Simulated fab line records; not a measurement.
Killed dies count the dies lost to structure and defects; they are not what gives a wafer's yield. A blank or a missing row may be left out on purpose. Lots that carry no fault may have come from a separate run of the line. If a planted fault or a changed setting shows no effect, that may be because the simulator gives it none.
Problem report in the 8D (eight disciplines) form, filled by code || flow sky130 || the parts of the form that need people (team, actions taken, sign-off) are left out

1. THE ISSUE
Across 3 wafers from 3 lots, LI_CONTACT_W_RS at SKY_LI_CONTACT_RS_MEAS_22 averages 0.708 ohm/sq, while fault-free wafers read 0.284 ohm/sq with a standard deviation of 0.0039. That is +99 or more standard deviations from the usual mean.
The step: measures by four-point-probe.
Seen first at day 35 08:37 on filmMetro-04, wafer L709.2. The record has a number at this step for 27 wafers belonging to 10 lots. Rule for "out" (also "out of limits"): further than 4 standard deviations from the usual mean. Any other wafer with a number is counted as sound.

2. WHAT IT IS AND WHAT IT IS NOT
{"question": "which readings at this step", "is": "LI_CONTACT_W_RS", "is not": "-"}
{"question": "which lots", "is": "L709, L710, L711", "is not": "L691, L694, L695, L696, L700, L701, L703"}
{"question": "which wafers of those lots", "is": "L709.2, L710.2, L711.1", "is not": "L709.4, L710.4, L711.3"}
{"question": "read on which gauges", "is": "filmMetro-02, filmMetro-04", "is not": "filmMetro-01"}
{"question": "when", "is": "from day 35 08:37", "is not": "up to then (22 sound wafers); but 2 sound wafers of L710, L711 came after"}

3. THE SUSPECTS, EACH WITH WHAT RULES IT OUT
Counting: a tool at a process step up to the reading stays a suspect if it ran every lot that is out. Sound lots after the first of them don't rule it out here, since some wafers of a struck lot are sound.
- the gauge at SKY_LI_CONTACT_RS_MEAS_22: ruled out. The wafers that are out were read on 2 gauges (filmMetro-02, filmMetro-04).
- cvdW-01 at SKY_LI_CONTACT_CVD_21 (deposits W, target thk 400 nm, time 120.56 s): kept. Every lot that is out went through it, the first being L709 (day 35 08:28); the last sound lot it ran before that was L703 (day 33 09:56).
Left after counting: cvdW-01 at SKY_LI_CONTACT_CVD_21.

4. THE CAUSE (what the simulator had put in)
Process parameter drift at SKY_LI_CONTACT_CVD_21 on cvdW-01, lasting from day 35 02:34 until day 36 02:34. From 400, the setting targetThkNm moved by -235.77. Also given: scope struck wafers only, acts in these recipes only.
After counting, this tool was the only one left.

5. THE CHAIN OF EFFECTS, in route order
Each row: a reading whose mean over the struck wafers that have a number lies more than 3 standard deviations from the usual. Readings are gone through only where the record gives a usual standard deviation; hours: the median, over the lots, of the time from a lot's start at the first step in this table giving one to that lot's start at this step; sigmas: the change measured in usual standard deviations.
{"hours": 0, "step": "SKY_LI_CONTACT_RS_MEAS_22", "reading": "LI_CONTACT_W_RS", "usual": "0.284 ohm/sq", "on struck wafers": 0.708, "change": "+0.424", "sigmas": "+99 or more"}
{"hours": 5, "step": "SKY_LI_CONTACT_THK_MEAS_23", "reading": "LI_CONTACT_W_THK", "usual": "408 nm", "on struck wafers": 164, "change": -244, "sigmas": -40}
{"hours": 7, "step": "SKY_LI_CONTACT_CMP_24", "reading": "timeToEndpointS", "usual": "95.7 s", "on struck wafers": 38.0, "change": -57.7, "sigmas": -20}
It contains these process steps:
- SKY_LI_CONTACT_CMP_24: polishes, stops on PSG, t overpolish 20 s, target thk 0 nm.

6. HOW IT WOULD HAVE BEEN CAUGHT EARLIER
Counted from the fault's start at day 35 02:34, it took 6 hours until the first out-of-limits reading at a measuring or inspecting step in this record, taken at day 35 08:37.
Of the tool readings at SKY_LI_CONTACT_CVD_21 for which the record gives a usual standard deviation, none was out on any struck wafer, so an alarm limit of 4 standard deviations on them would not have fired.
Among the 3 lots that are out, L710, L711 began SKY_LI_CONTACT_CVD_21 on cvdW-01 after day 35 08:37. A hold on the tool at that time would have spared those 2.
